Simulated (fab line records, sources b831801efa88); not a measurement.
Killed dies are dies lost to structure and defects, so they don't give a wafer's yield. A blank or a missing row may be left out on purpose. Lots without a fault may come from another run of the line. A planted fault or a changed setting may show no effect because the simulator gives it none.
One fault seen from 2 desks | flow gf180mcu | each desk has only its own numbers; what lay behind them comes last

THE TOOL OWNER'S DESK: pvd_sputter-04
The tool's own readings at GF_V3_SPUTTER_21 (material Ti, target thk 15 nm, time 83.89 s): means of the sampled wafers that have a number, for each lot that ran on this tool. A lot is out of limits, marked OUT, if its mean lies more than 4 standard deviations from the usual mean; the brackets give that distance.
Columns: A = cathode_dc_power_W at GF_V3_SPUTTER_21, usual 2499.9 W; B = chamber_pressure_pa at GF_V3_SPUTTER_21, usual 5.001 Pa; C = throttle_valve_pct at GF_V3_SPUTTER_21, usual 29.9 %
lot  | first seen here | A                        | B     | C
L501 | day 22 12:26    | 2499.7                   | 5.007 | 30.1
L507 | day 24 23:59    | 2404.4 (-99 or more) OUT | 5.006 | 29.5
L509 | day 25 12:28    | 2404.5 (-99 or more) OUT | 5.004 | 30.0
L515 | day 28 00:58    | 2499.6                   | 5.007 | 30.5
L517 | day 28 05:13    | 2500.4                   | 5.008 | 29.8
L521 | day 29 12:37    | 2499.9                   | 5.000 | 30.7
L523 | day 29 21:56    | 2499.6                   | 4.993 | 30.3
This desk's finding: out of limits on L507, L509; first on L507, day 24 23:59 (cathode_dc_power_W at GF_V3_SPUTTER_21). In limits: L501, L515, L517, L521, L523.

THE METROLOGY DESK
What the gauges read, lot by lot, whatever tool the lot ran on: means of the sampled wafers that have a number. A lot is out of limits, marked OUT, if its mean lies more than 4 standard deviations from the usual mean; the brackets give that distance.
Columns: A = V3_OVL at GF_V3_OVL_MEAS_15, usual 1 nm
lot  | first seen here | A
L500 | day 22 08:09    | 8
L501 | day 22 11:42    | 2
L507 | day 24 23:14    | 2
L509 | day 25 11:46    | -3
L513 | day 26 23:46    | -2
L514 | day 27 04:19    | -1
L515 | day 28 00:16    | 0
L517 | day 28 04:31    | 4
L518 | day 28 05:25    | 3
L520 | day 28 20:31    | 2
L522 | day 29 11:37    | -7
L521 | day 29 11:49    | 2
L523 | day 29 21:16    | 9
This desk's finding: nothing out of limits on any of the 13 lots.

PUT TOGETHER
The tool owner's desk could have raised an alarm at day 24 23:59, on L507, L509.
The metrology desk saw nothing out of limits.
The metrology desk has L507, L509 on record, within its limits.
Of the lots named, all ran GF_V3_SPUTTER_21 on pvd_sputter-04.

WHAT THE SIMULATOR HAD PUT IN
Process parameter drift: pvd_sputter-04, from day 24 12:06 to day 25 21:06, at GF_V3_SPUTTER_21. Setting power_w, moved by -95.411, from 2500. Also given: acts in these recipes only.
Lots struck among those shown: L507, L509.
Hours from the fault's start to each desk's first reading out of limits: the tool owner's desk, 12.
